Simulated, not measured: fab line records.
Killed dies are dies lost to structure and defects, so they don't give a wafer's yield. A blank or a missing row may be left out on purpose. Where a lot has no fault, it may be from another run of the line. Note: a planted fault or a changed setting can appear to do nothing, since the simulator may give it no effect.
Which tool is to blame? / flow gf180mcu / 11 lots, 33 wafers sampled, at 3 steps of a route of 602

WHAT THE GAUGES READ, wafer by wafer
GF_V4_RS_MEAS_24: measurement is done with a four-point probe. Usual: V4_W_RS 0.330 ohm/sq, standard deviation 0.0035.
lot=L336; measured=day 25 06:07; on=film-metro-04; V4_W_RS (ohm/sq)=0.331 0.334 0.332; flag=
lot=L337; measured=day 25 17:38; on=film-metro-01; V4_W_RS (ohm/sq)=0.326 0.324 0.327; flag=
lot=L341; measured=day 26 23:29; on=film-metro-02; V4_W_RS (ohm/sq)=0.327 0.331 0.326; flag=
lot=L343; measured=day 27 13:07; on=film-metro-04; V4_W_RS (ohm/sq)=0.335 0.332 0.334; flag=
lot=L345; measured=day 28 03:37; on=film-metro-04; V4_W_RS (ohm/sq)=0.327 0.328 0.334; flag=
lot=L346; measured=day 28 08:19; on=film-metro-02; V4_W_RS (ohm/sq)=0.339 0.329 0.333; flag=
lot=L347; measured=day 28 22:07; on=film-metro-02; V4_W_RS (ohm/sq)=0.331 0.330 0.331; flag=
lot=L350; measured=day 29 16:43; on=film-metro-02; V4_W_RS (ohm/sq)=0.331 0.332 0.329; flag=
lot=L355; measured=day 30 20:05; on=film-metro-01; V4_W_RS (ohm/sq)=0.329 0.331 0.328; flag=
lot=L356; measured=day 31 01:23; on=film-metro-04; V4_W_RS (ohm/sq)=0.329 0.329 0.328; flag=
lot=L357; measured=day 31 16:29; on=film-metro-01; V4_W_RS (ohm/sq)=0.328 0.331 0.328; flag=

TOOL THAT RAN EACH LOT (tool first, then ch and the chambers of the sampled wafers, then the start)
lot=L336; GF_V4_ETCH_16=rie-diel-02 ch 0,1,3, day 25 05:13; GF_V4_CVD_23=cvd-w-02 ch 0, day 25 05:59
lot=L337; GF_V4_ETCH_16=rie-diel-02 ch 0,1,2, day 25 16:37; GF_V4_CVD_23=cvd-w-02 ch 1, day 25 17:32
lot=L341; GF_V4_ETCH_16=rie-diel-02 ch 0,3, day 26 22:34; GF_V4_CVD_23=cvd-w-01 ch 1, day 26 23:23
lot=L343; GF_V4_ETCH_16=rie-diel-02 ch 0,2,3, day 27 12:06; GF_V4_CVD_23=cvd-w-02 ch 0, day 27 12:54
lot=L345; GF_V4_ETCH_16=rie-diel-01 ch 0,1,2, day 28 02:42; GF_V4_CVD_23=cvd-w-01 ch 0,1, day 28 03:30
lot=L346; GF_V4_ETCH_16=rie-diel-02 ch 0,1,2, day 28 07:25; GF_V4_CVD_23=cvd-w-01 ch 0,1, day 28 08:12
lot=L347; GF_V4_ETCH_16=rie-diel-03 ch 0,2,3, day 28 21:10; GF_V4_CVD_23=cvd-w-01 ch 0,1, day 28 22:00
lot=L350; GF_V4_ETCH_16=rie-diel-03 ch 1,3, day 29 15:39; GF_V4_CVD_23=cvd-w-01 ch 0, day 29 16:31
lot=L355; GF_V4_ETCH_16=rie-diel-01 ch 1,2, day 30 19:12; GF_V4_CVD_23=cvd-w-01 ch 1, day 30 19:58
lot=L356; GF_V4_ETCH_16=rie-diel-01 ch 2,3, day 31 00:31; GF_V4_CVD_23=cvd-w-02 ch 0,1, day 31 01:17
lot=L357; GF_V4_ETCH_16=rie-diel-02 ch 0,1,2, day 31 15:33; GF_V4_CVD_23=cvd-w-01 ch 0,1, day 31 16:20
- GF_V4_ETCH_16: etches BARC in N2/H2.
- GF_V4_CVD_23: deposits W, target thk 350 nm, time 104.9 s.

AS READ BY THE TOOLS THEMSELVES (means over the sampled wafers that have a number; for cases with no such wafer, the mark the record gives instead)
GF_V4_ETCH_16. Usual: bias-w 99.95 W, standard deviation 0.27; chamber-pressure-mTorr 29.997 mTorr, standard deviation 0.027; drypump-motor-current-A 5.4 A, standard deviation 0.53; oes-product-au 0.854 a.u., standard deviation 0.0047; throttle-valve-pct 13.225 %, standard deviation 0.0089.
lot=L336; tool=rie-diel-02; bias-w (W)=99.64; chamber-pressure-mTorr (mTorr)=29.980; drypump-motor-current-A (A)=5.5; oes-product-au (a.u.)=0.851; throttle-valve-pct (%)=13.220; flag=
lot=L337; tool=rie-diel-02; bias-w (W)=100.38; chamber-pressure-mTorr (mTorr)=29.988; drypump-motor-current-A (A)=5.3; oes-product-au (a.u.)=0.850; throttle-valve-pct (%)=13.231; flag=
lot=L341; tool=rie-diel-02; bias-w (W)=99.84; chamber-pressure-mTorr (mTorr)=29.994; drypump-motor-current-A (A)=5.5; oes-product-au (a.u.)=0.853; throttle-valve-pct (%)=13.219; flag=
lot=L343; tool=rie-diel-02; bias-w (W)=99.82; chamber-pressure-mTorr (mTorr)=29.992; drypump-motor-current-A (A)=5.3; oes-product-au (a.u.)=0.859; throttle-valve-pct (%)=13.229; flag=
lot=L345; tool=rie-diel-01; bias-w (W)=99.90; chamber-pressure-mTorr (mTorr)=29.991; drypump-motor-current-A (A)=5.2; oes-product-au (a.u.)=0.850; throttle-valve-pct (%)=13.227; flag=
lot=L346; tool=rie-diel-02; bias-w (W)=100.22; chamber-pressure-mTorr (mTorr)=30.025; drypump-motor-current-A (A)=5.3; oes-product-au (a.u.)=0.855; throttle-valve-pct (%)=13.224; flag=
lot=L347; tool=rie-diel-03; bias-w (W)=99.75; chamber-pressure-mTorr (mTorr)=30.011; drypump-motor-current-A (A)=5.1; oes-product-au (a.u.)=0.857; throttle-valve-pct (%)=13.223; flag=
lot=L350; tool=rie-diel-03; bias-w (W)=100.14; chamber-pressure-mTorr (mTorr)=30.007; drypump-motor-current-A (A)=5.5; oes-product-au (a.u.)=0.856; throttle-valve-pct (%)=13.222; flag=
lot=L355; tool=rie-diel-01; bias-w (W)=99.92; chamber-pressure-mTorr (mTorr)=29.986; drypump-motor-current-A (A)=5.3; oes-product-au (a.u.)=0.855; throttle-valve-pct (%)=13.223; flag=
lot=L356; tool=rie-diel-01; bias-w (W)=99.80; chamber-pressure-mTorr (mTorr)=29.983; drypump-motor-current-A (A)=6.2; oes-product-au (a.u.)=0.854; throttle-valve-pct (%)=13.218; flag=
lot=L357; tool=rie-diel-02; bias-w (W)=100.07; chamber-pressure-mTorr (mTorr)=30.011; drypump-motor-current-A (A)=5.3; oes-product-au (a.u.)=0.850; throttle-valve-pct (%)=13.227; flag=

GF_V4_CVD_23. Usual: 852 W for heater-power-w, sd 86.
lot=L336; tool=cvd-w-02; heater-power-w (W)=807; flag=
lot=L337; tool=cvd-w-02; heater-power-w (W)=861; flag=
lot=L341; tool=cvd-w-01; heater-power-w (W)=1006; flag=
lot=L343; tool=cvd-w-02; heater-power-w (W)=808; flag=
lot=L345; tool=cvd-w-01; heater-power-w (W)=920; flag=
lot=L346; tool=cvd-w-01; heater-power-w (W)=840; flag=
lot=L347; tool=cvd-w-01; heater-power-w (W)=849; flag=
lot=L350; tool=cvd-w-01; heater-power-w (W)=767; flag=
lot=L355; tool=cvd-w-01; heater-power-w (W)=1009; flag=
lot=L356; tool=cvd-w-02; heater-power-w (W)=840; flag=
lot=L357; tool=cvd-w-01; heater-power-w (W)=837; flag=

THE ANSWER, worked out from the rows above alone
Rule: lot off if the mean of its wafers having a number is beyond 3 standard deviations from the usual mean. Also off: a lot with no number at a reading for which 4 or more lots have one. The other lots that the step has rows for count as sound. First the gauges in route order, then the tools' own readings, where a lot's mean is used as printed above. At the first step where some lot is off, the reading lying furthest off is the one used; lots without a number count as furthest.
No lot is off on any of the readings shown, so nothing can be concluded from this.

WHAT THE SIMULATOR HAD PUT IN
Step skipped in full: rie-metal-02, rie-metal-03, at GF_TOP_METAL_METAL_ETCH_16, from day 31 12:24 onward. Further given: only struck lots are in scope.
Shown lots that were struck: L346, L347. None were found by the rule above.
